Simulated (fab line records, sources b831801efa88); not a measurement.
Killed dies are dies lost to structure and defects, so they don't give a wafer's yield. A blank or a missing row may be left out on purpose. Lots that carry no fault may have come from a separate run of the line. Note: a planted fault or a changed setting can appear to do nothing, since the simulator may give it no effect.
The tool behind it: which one?	flow sfq-line	15 lots, 45 wafers sampled, at 4 steps of a route of 325

== WHAT EACH GAUGE READ, for each wafer ==
The record holds no reading of a measuring or inspecting step that can be judged against a usual standard deviation.

== TOOL THAT RAN EACH LOT (tool first, then ch and the chambers of the sampled wafers, then the start) ==
lot	SFQ_TRILAYER_I4_CMP_CMP_100	SFQ_TRILAYER_I4_METRO_MEASURE_101	SFQ_TRILAYER_I4_VIA_ETCH_VIA_ETCH_106	SFQ_TRILAYER_I7_VIA_STRIP_STRIP_191
L443	cmp-02 ch 0,1,2, day 56 22:32	film-metro-02, day 57 01:39	rie-diel-02 ch 1,2,3, day 57 05:11	rie-metal-04 ch 0,1, day 80 22:41
L444	cmp-02 ch 1,3, day 58 03:03	film-metro-01, day 58 05:40	rie-diel-04 ch 0,3, day 58 09:52	rie-metal-02 ch 1, day 82 05:32
L445	cmp-02 ch 0,1, day 58 09:55	film-metro-01, day 58 13:14	rie-diel-02 ch 0,3, day 58 16:33	rie-metal-04 ch 0,1, day 82 09:08
L447	cmp-01 ch 0,2,3, day 58 22:57	film-metro-02, day 59 02:16	rie-diel-01 ch 1,3, day 59 06:31	rie-metal-02 ch 1, day 82 16:10
L448	cmp-01 ch 2,3, day 59 06:39	film-metro-02, day 59 09:16	rie-diel-04 ch 0,3, day 59 13:43	rie-metal-04 ch 0,1, day 82 17:22
L449	cmp-01 ch 1,2,3, day 60 06:16	film-metro-03, day 60 09:23	rie-diel-04 ch 0,2,3, day 60 13:45	rie-metal-04 ch 0,1, day 85 18:07
L450	cmp-01 ch 1,2, day 60 15:10	film-metro-02, day 60 17:47	rie-diel-02 ch 0,1, day 61 00:30	rie-metal-03 ch 0,1, day 89 14:40
L458	cmp-01 ch 0,1,3, day 63 03:14	film-metro-02, day 63 06:33	rie-diel-04 ch 0,2,3, day 66 17:07	rie-metal-04 ch 0, day 96 17:46
L459	cmp-01 ch 0,3, day 63 06:14	film-metro-03, day 63 09:21	rie-diel-01 ch 1,2, day 66 19:31	rie-metal-03 ch 0,1, day 96 19:58
L460	cmp-01 ch 0,1,2, day 63 10:14	film-metro-03, day 63 12:21	rie-diel-01 ch 0,1,2, day 66 23:07	rie-metal-04 ch 0, day 96 21:10
L462	cmp-01 ch 0,3, day 63 16:49	film-metro-03, day 63 20:20	rie-diel-02 ch 1,2, day 67 05:07	rie-metal-03 ch 0,1, day 97 06:38
L463	cmp-01 ch 0,1,2, day 63 23:49	film-metro-02, day 64 02:20	rie-diel-02 ch 0,1,3, day 67 11:07	rie-metal-04 ch 0,1, day 97 09:02
L464	cmp-01 ch 0,1,3, day 64 01:49	film-metro-03, day 64 05:08	rie-diel-04 ch 0,1,3, day 67 14:43	rie-metal-04 ch 0,1, day 97 19:38
L465	cmp-02 ch 0,2,3, day 64 04:00	film-metro-01, day 64 06:07	rie-diel-02 ch 0,1,2, day 67 15:55	rie-metal-04 ch 0,1, day 98 01:38
L466	cmp-01 ch 0,1,2, day 64 20:49	film-metro-02, day 64 22:56	rie-diel-01 ch 0,2,3, day 68 10:10	rie-metal-02 ch 0,1, day 98 08:50
- SFQ_TRILAYER_I4_CMP_CMP_100: polishes SiO2.
- SFQ_TRILAYER_I4_METRO_MEASURE_101
- SFQ_TRILAYER_I4_VIA_ETCH_VIA_ETCH_106: etches SiO2 in CHF3, stops on Nb, target depth 260 nm.
- SFQ_TRILAYER_I7_VIA_STRIP_STRIP_191: strips in O2.

== WHAT THE TOOLS THEMSELVES READ (means of the sampled wafers that have a number; where no wafer has one, the mark that the record gives instead) ==
SFQ_TRILAYER_I4_CMP_CMP_100. Usual: edge-zone-pressure-frac 1.000, standard deviation 0.0047; motor-current-A 10.4 A, standard deviation 0.73; platen-rpm 59.99 rpm, standard deviation 0.046; slurry-flow-ml-min 149.9, standard deviation 0.45; time-to-endpoint-s 214 s, standard deviation 7.8.
lot	tool	edge-zone-pressure-frac	motor-current-A (A)	platen-rpm (rpm)	slurry-flow-ml-min	time-to-endpoint-s (s)	flag
L443	cmp-02	1.000	10.2	59.99	150.1	214	
L444	cmp-02	0.996	10.9	59.98	150.1	213	
L445	cmp-02	0.997	10.6	59.98	150.0	213	
L447	cmp-01	0.998	10.0	59.97	149.8	215	
L448	cmp-01	1.002	9.4	59.98	150.3	196	
L449	cmp-01	1.002	10.5	59.96	149.8	199	
L450	cmp-01	1.003	10.3	60.03	149.9	200	
L458	cmp-01	1.002	10.4	60.01	150.2	214	
L459	cmp-01	1.002	9.9	59.95	149.6	212	
L460	cmp-01	0.995	10.3	59.97	149.4	213	
L462	cmp-01	1.002	10.5	59.96	149.8	210	
L463	cmp-01	1.000	10.1	60.03	150.0	210	
L464	cmp-01	1.007	10.6	60.02	150.2	209	
L465	cmp-02	1.004	10.9	60.01	149.5	228	
L466	cmp-01	1.000	10.2	60.05	150.3	211	

SFQ_TRILAYER_I4_METRO_MEASURE_101. Usual: 199.8 nm for thk-nm, sd 1.1.
lot	tool	thk-nm (nm)	flag
L443	film-metro-02	200.9	
L444	film-metro-01	199.0	
L445	film-metro-01	200.3	
L447	film-metro-02	199.2	
L448	film-metro-02	219.1	OFF
L449	film-metro-03	220.4	OFF
L450	film-metro-02	221.1	OFF
L458	film-metro-02	199.6	
L459	film-metro-03	198.3	
L460	film-metro-03	200.6	
L462	film-metro-03	199.4	
L463	film-metro-02	199.4	
L464	film-metro-03	200.0	
L465	film-metro-01	200.6	
L466	film-metro-02	200.5	

SFQ_TRILAYER_I4_VIA_ETCH_VIA_ETCH_106. Usual: drypump-motor-current-A 5.8 A, standard deviation 0.41; oes-product-au 0.854 a.u., standard deviation 0.0053.
lot	tool	drypump-motor-current-A (A)	oes-product-au (a.u.)	flag
L443	rie-diel-02	5.7	0.853	
L444	rie-diel-04	5.9	0.851	
L445	rie-diel-02	6.3	0.856	
L447	rie-diel-01	5.8	0.853	
L448	rie-diel-04	6.0	0.902	OFF
L449	rie-diel-04	5.8	0.904	OFF
L450	rie-diel-02	6.3	0.905	OFF
L458	rie-diel-04	5.8	0.855	
L459	rie-diel-01	5.6	0.850	
L460	rie-diel-01	5.8	0.857	
L462	rie-diel-02	5.9	0.850	
L463	rie-diel-02	5.9	0.852	
L464	rie-diel-04	6.0	0.854	
L465	rie-diel-02	6.1	0.859	
L466	rie-diel-01	5.5	0.857	

SFQ_TRILAYER_I7_VIA_STRIP_STRIP_191. Usual: drypump-motor-current-A 6.2 A, standard deviation 0.46; he-backside-leak-sccm 3.63 sccm, standard deviation 0.3; oes-product-au 1.002 a.u., standard deviation 0.01.
lot	tool	drypump-motor-current-A (A)	he-backside-leak-sccm (sccm)	oes-product-au (a.u.)	flag
L443	rie-metal-04	6.3	3.78	1.006	
L444	rie-metal-02	6.3	3.46	1.001	
L445	rie-metal-04	6.5	3.62	1.012	
L447	rie-metal-02	6.4	3.48	1.010	
L448	rie-metal-04	6.5	3.63	1.011	
L449	rie-metal-04	6.3	3.56	0.999	
L450	rie-metal-03	5.8	3.69	0.997	
L458	rie-metal-04	6.7	4.04	0.999	
L459	rie-metal-03	5.5	3.37	0.982	
L460	rie-metal-04	6.7	3.67	1.011	
L462	rie-metal-03	5.5	3.79	0.994	
L463	rie-metal-04	6.5	3.72	1.003	
L464	rie-metal-04	6.5	3.62	1.010	
L465	rie-metal-04	6.5	3.69	1.006	
L466	rie-metal-02	5.9	3.53	0.996	

== THE ANSWER, worked out from the rows above alone ==
Rule: a lot counts as off when the mean over its wafers that have a number is more than 3 standard deviations away from the usual mean. A lot without any number at a reading at which 4 lots or more have one is off too. Any other lot the step has rows for is counted as sound. The gauges are gone through in route order, then the tools' own readings, and for those a lot's mean is taken as printed above. The first step at which some lot is off is used, and at that step the reading that is off furthest; a lot without a number counts as furthest.
Off, at SFQ_TRILAYER_I4_METRO_MEASURE_101 on thk-nm: L448, L449, L450.
A tool fits if, at that step or a process step before it, it ran every lot that is off, and no sound lot after the first of them. None of those tried fits.

== WHAT THE SIMULATOR HAD PUT IN ==
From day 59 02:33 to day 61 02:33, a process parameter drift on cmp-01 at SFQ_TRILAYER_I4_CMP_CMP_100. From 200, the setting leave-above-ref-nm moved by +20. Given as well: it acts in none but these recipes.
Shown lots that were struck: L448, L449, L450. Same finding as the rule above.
